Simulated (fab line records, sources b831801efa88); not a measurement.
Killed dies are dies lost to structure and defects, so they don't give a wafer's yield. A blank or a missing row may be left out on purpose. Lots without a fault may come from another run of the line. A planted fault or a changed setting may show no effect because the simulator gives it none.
Chamber matching | flow gf180mcu | GF_V4_CMP_26 on cmp-01: 4 sister chambers
The step polishes, stops on SiO2, t overpolish 15 s, target thk 0 nm. 18 wafers are shown with their chamber, then 9 later ones without.

WAFERS WITH THEIR CHAMBER
wafer  | chamber | time_to_endpoint_s (s) | motor_current_A (A) | overpolish_run_s (s)
L171.1 | 3       | 84                     | 10.2                | 14.994
L171.4 | 2       | 91                     | 11.1                | 14.992
L171.6 | 1       | 92                     | 11.4                | 14.996
L172.1 | 0       | 78                     | 11.4                | 14.991
L172.2 | 2       | 86                     | 11.4                | 15.003
L172.4 | 3       | 82                     | 10.3                | 14.992
L173.1 | 1       | 93                     | 11.7                | 14.983
L173.2 | 3       | 87                     | 9.9                 | 15.007
L173.4 | 2       | 90                     | 11.4                | 14.994
L177.1 | 3       | 84                     | 10.2                | 14.996
L177.4 | 2       | 90                     | 11.4                | 15.004
L177.5 | 2       | 85                     | 11.5                | 15.017
L180.1 | 0       | 80                     | 11.0                | 15.009
L180.2 | 2       | 87                     | 11.4                | 14.998
L180.3 | 1       | 94                     | 11.5                | 14.975
L182.1 | 2       | 90                     | 12.0                | 14.995
L182.3 | 3       | 88                     | 10.8                | 14.999
L182.5 | 3       | 86                     | 10.0                | 14.998

SIGNATURES (means of the wafers above)
reading            | chamber 0 | chamber 1 | chamber 2 | chamber 3 | scatter within a chamber
time_to_endpoint_s | 79.00     | 93.00     | 88.43     | 85.17     | 2.11
motor_current_A    | 11.200    | 11.533    | 11.457    | 10.233    | 0.275
overpolish_run_s   | 15.00000  | 14.98467  | 15.00043  | 14.99767  | 0.00831
Rule: a wafer's distance from a chamber is the root of the sum, over the readings, of the square of ((its reading less the chamber's mean) divided by the reading's scatter). The wafer belongs to the nearest chamber; if the next one is less than 2 further off, it can't be placed. The scatter: the root of (the sum of the squares of (reading less its chamber's mean) over the shown wafers, divided by (wafers less chambers)).

WAFERS WITHOUT THEIR CHAMBER
wafer  | time_to_endpoint_s (s) | motor_current_A (A) | overpolish_run_s (s)
L185.1 | 86                     | 9.6                 | 15.002
L185.4 | 90                     | 11.6                | 15.003
L185.5 | 87                     | 11.1                | 14.991
L192.4 | 85                     | 9.9                 | 15.007
L192.5 | 89                     | 11.4                | 14.993
L192.6 | 83                     | 9.9                 | 15.019
L194.2 | 87                     | 11.4                | 15.007
L194.3 | 80                     | 11.2                | 14.991
L194.5 | 83                     | 11.2                | 14.979

WHICH CHAMBER EACH WENT THROUGH
wafer  | from the rows above               | in truth
L185.1 | 3                                 | 3
L185.4 | can't be placed: 2 or 1           | 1
L185.5 | can't be placed: 2 or 1 or 3      | 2
L192.4 | 3                                 | 3
L192.5 | can't be placed: 2 or 1           | 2
L192.6 | 3                                 | 3
L194.2 | 2                                 | 2
L194.3 | 0                                 | 0
L194.5 | can't be placed: 0 or 2 or 3 or 1 | 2
Placed correctly: 5 of 9. Can't be placed from these rows: 4 (the true chamber is among the candidates in 4). Placed wrongly: 0.
